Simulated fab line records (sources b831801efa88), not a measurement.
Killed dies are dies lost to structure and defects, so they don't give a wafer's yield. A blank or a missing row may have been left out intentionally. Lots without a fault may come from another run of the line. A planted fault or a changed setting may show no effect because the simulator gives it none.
Chamber matching    flow gf180mcu    cmp-02 running GF_STI_CMP_25: 4 sister chambers
The step polishes, stops on Si3N4, t overpolish 33 s, target thk 524.6 nm. 8 wafers are shown with their chamber, then 7 later ones without.

## WAFERS WITH THEIR CHAMBER
wafer   chamber  motor_current_A (A)  time_to_endpoint_s (s)
L248.3  0        12.3                 124
L260.1  1        12.3                 126
L260.3  3        15.3                 134
L262.1  1        13.1                 125
L262.3  0        12.4                 130
L262.5  2        12.3                 123
L264.1  3        15.2                 130
L264.4  2        12.3                 124

## WAFERS WITHOUT THEIR CHAMBER
wafer   motor_current_A (A)  time_to_endpoint_s (s)
L264.5  15.1                 132
L266.1  12.7                 121
L266.3  12.1                 127
L266.6  14.9                 129
L268.1  11.7                 121
L268.2  12.8                 122
L268.4  13.1                 122

## WHICH CHAMBER EACH ONE RAN IN
wafer   from the rows above           in truth
L264.5  3                             3
L266.1  can't be placed: 2 or 1 or 0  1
L266.3  can't be placed: 0 or 2 or 1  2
L266.6  3                             3
L268.1  can't be placed: 2 or 0 or 1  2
L268.2  can't be placed: 1 or 2 or 0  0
L268.4  can't be placed: 1 or 2 or 0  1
Correctly placed: 2 of 7. Unplaceable from these rows: 5, with the true chamber sitting among the candidates in 5. Placed wrongly: 0.
How it was worked out, from the rows above alone: a wafer's distance from a chamber is the root of the sum, over the readings, of the square of ((its reading less the chamber's mean) divided by the reading's scatter). If the next closest chamber is less than 2 further off than the closest, the wafer can't be placed; otherwise it belongs to the closest. Each chamber's mean is taken over the wafers shown for it. The scatter: take each reading less its chamber's mean, square it, sum over the shown wafers, divide by the number of wafers less the number of chambers, and take the root.
